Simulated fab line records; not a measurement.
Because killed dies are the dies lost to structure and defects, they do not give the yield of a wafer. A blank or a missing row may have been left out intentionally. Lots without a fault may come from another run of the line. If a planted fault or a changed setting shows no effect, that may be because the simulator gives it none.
Struck lot and sound lot, side by side    flow gf180mcu    48 out of 602 route steps
Sound: wafers L842.1, L842.4, L842.5. Wafers struck: L837.2, L837.3, L837.5. The cause comes at the end.
At each step with rows: each side's tool, then ch and its chambers, then its first start. Under that, the readings that differ: sound wafers    struck wafers    difference of the means    sigmas: that difference in standard deviations of wafers without a fault.
alike: readings with means less than 2 such deviations apart, plus words and numbers identical on both sides. not compared: withheld readings, readings lacking a value on some wafer, bounds such as >300 that could conceal the same value, and numbers that have no deviation in the record and whose values overlap.
A row with sigmas, a row that says differs or no value, or rows on one side alone: a step with any of these is where the two part. Numbers that don't overlap but have no deviation are shown without sigmas and don't part them. Lack of a reading on every wafer of one side parts them only where that side has two or more wafers.

first, 8 steps without rows for these wafers: GF_DNWELL_DEHYDRATE_00 (time 60 s); GF_DNWELL_HMDS_01 (prime time 60 s); GF_DNWELL_COAT_02 (resist thk 3000 nm); GF_DNWELL_SOFTBAKE_03; GF_DNWELL_EXPOSE_04 (exposes mask DNWELL, target cd 1700 nm); GF_DNWELL_PEB_05; GF_DNWELL_DEVELOP_06 (develop time 61.76 s); GF_DNWELL_IMPLANT_07.
GF_DNWELL_STRIP_08: strips in O2/N2.
  sound on plasmaAsher-02 ch 0,1, day 6 07:25; struck on plasmaAsher-03 ch 1, day 5 05:22
  alike: drypumpMotorCurrentA, heaterPowerW, oesProductAu, stripTimeToEndpointS
  not compared: rfHoursCounterH
GF_DNWELL_TW_MEAS_09:
  sound: filmMetro-04 at day 6 07:31; struck: filmMetro-04 at day 5 05:28
  alike: DNWELL_TW
then, 2 steps without rows for these wafers: GF_NWELL_DEHYDRATE_00 (time 60 s); GF_NWELL_HMDS_01 (prime time 60 s).
GF_NWELL_COAT_02: resist thk 3000 nm.
  struck on lithoTrack-03, day 5 11:51; sound on lithoTrack-03 ch 0, day 6 15:14
  no value came back on the struck wafers for chillPlateTempC (C), dispensePressureKPa (kPa); on the sound wafers chillPlateTempC (C) reads 23.04 23.11 22.79
then, 4 steps without rows for these wafers: GF_NWELL_SOFTBAKE_03; GF_NWELL_EXPOSE_04 (exposes mask Nwell, target cd 860 nm); GF_NWELL_PEB_05; GF_NWELL_DEVELOP_06 (develop time 60 s).
GF_NWELL_OVL_MEAS_07:
  sound: overlay-01 at day 6 22:47; struck: overlay-01 at day 5 19:55
reading         sound           struck  difference                     sigmas
NWELL_OVL (nm)  -0.9 -1.5 -1.0  - - -   no value on the struck wafers  
then, 2 steps without rows for these wafers: GF_NWELL_IMPLANT_08; GF_NWELL_IMPLANT_09.
GF_NWELL_STRIP_10: strips in O2/N2.
  sound on plasmaAsher-04 ch 0,1, day 6 23:07; struck on plasmaAsher-02 ch 0,1, day 5 20:15
  no value came back on the struck wafers for oesProductAu (a.u.), stripTimeToEndpointS (s); on the sound wafers oesProductAu (a.u.) reads 0.722 0.726 0.722
reading                   sound        struck       difference  sigmas
drypumpMotorCurrentA (A)  5.3 5.2 5.5  6.3 6.3 5.7  +0.8        +2
  alike: heaterPowerW
  not compared: rfHoursCounterH
GF_NWELL_TW_MEAS_11:
  sound: filmMetro-02 at day 6 23:13; struck: filmMetro-01 at day 5 20:22
  alike: NWELL_TW
then, 7 steps without rows for these wafers: GF_LVPWELL_DEHYDRATE_00 (time 60 s); GF_LVPWELL_HMDS_01 (prime time 60 s); GF_LVPWELL_COAT_02 (resist thk 3000 nm); GF_LVPWELL_SOFTBAKE_03; GF_LVPWELL_EXPOSE_04 (exposes mask LVPWELL, target cd 600 nm); GF_LVPWELL_PEB_05; GF_LVPWELL_DEVELOP_06 (develop time 60 s).
GF_LVPWELL_OVL_MEAS_07:
  sound: overlay-01 at day 7 14:49; struck: overlay-01 at day 6 10:14
  alike: LVPWELL_OVL
then, 2 steps without rows for these wafers: GF_LVPWELL_IMPLANT_08; GF_LVPWELL_IMPLANT_09.
GF_LVPWELL_STRIP_10: strips in O2/N2.
  sound on plasmaAsher-04 ch 0,1, day 7 15:09; struck on plasmaAsher-04 ch 0,1, day 6 10:34
  alike: drypumpMotorCurrentA, heaterPowerW, oesProductAu, stripTimeToEndpointS
  not compared: rfHoursCounterH
GF_LVPWELL_TW_MEAS_11:
  sound: filmMetro-01 at day 7 15:15; struck: filmMetro-03 at day 6 10:40
reading     sound        struck          difference  sigmas
LVPWELL_TW  558 558 559  1572 1573 1575  +1015       +99 or more
then, 7 steps without rows for these wafers: GF_MVSD_DEHYDRATE_00 (time 60 s); GF_MVSD_HMDS_01 (prime time 60 s); GF_MVSD_COAT_02 (resist thk 3000 nm); GF_MVSD_SOFTBAKE_03; GF_MVSD_EXPOSE_04 (exposes mask MVSD, target cd 1000 nm); GF_MVSD_PEB_05; GF_MVSD_DEVELOP_06 (develop time 60 s).
GF_MVSD_OVL_MEAS_07:
  sound: overlay-02 at day 8 06:07; struck: overlay-02 at day 7 02:10
  alike: MVSD_OVL
GF_MVSD_TW_MEAS_11:
  sound: filmMetro-03 at day 8 06:33; struck: filmMetro-03 at day 7 02:37
reading  sound           struck          difference  sigmas
MVSD_TW  1567 1559 1556  1946 1959 1957  +393        +26
GF_MVPSD_TW_MEAS_11:
  sound: filmMetro-02 at day 9 00:14; struck: filmMetro-01 at day 7 19:43
reading   sound        struck          difference  sigmas
MVPSD_TW  560 559 560  1583 1588 1581  +1024       +99 or more
GF_VT_IMPLANT_TW_MEAS_10:
  sound: filmMetro-03 at day 9 17:09; struck: filmMetro-03 at day 8 11:58
reading        sound        struck          difference  sigmas
VT_IMPLANT_TW  552 555 555  1576 1574 1567  +1018       +99 or more
GF_VT_IMPLANT_TW_MEAS_21:
  sound: filmMetro-01 at day 10 11:18; struck: filmMetro-01 at day 9 04:49
reading          sound           struck          difference  sigmas
VT_IMPLANT_2_TW  1208 1214 1217  1748 1759 1760  +543        +81
GF_VT_IMPLANT_TW_MEAS_32:
  sound: filmMetro-01 at day 11 05:15; struck: filmMetro-03 at day 9 22:37
reading          sound              struck                difference  sigmas
VT_IMPLANT_3_TW  266.0 266.5 268.4  1553.2 1549.6 1557.2  +1286.4     +99 or more
-- here the record skips 22 days between the struck wafers' starts before and after, leaving off in module VT_IMPLANT and picking up in module PASSIVATION (first step shown: number 602 of the route) --
GF_PASSIVATION_PROBE_99:
  only the struck wafers here have rows in the record (prober-01, day 32 09:47); the sound ones have none

== WHERE THEY PART ==
First at GF_NWELL_COAT_02; last, within this record, at GF_PASSIVATION_PROBE_99.

WHY: the cause the simulator had injected
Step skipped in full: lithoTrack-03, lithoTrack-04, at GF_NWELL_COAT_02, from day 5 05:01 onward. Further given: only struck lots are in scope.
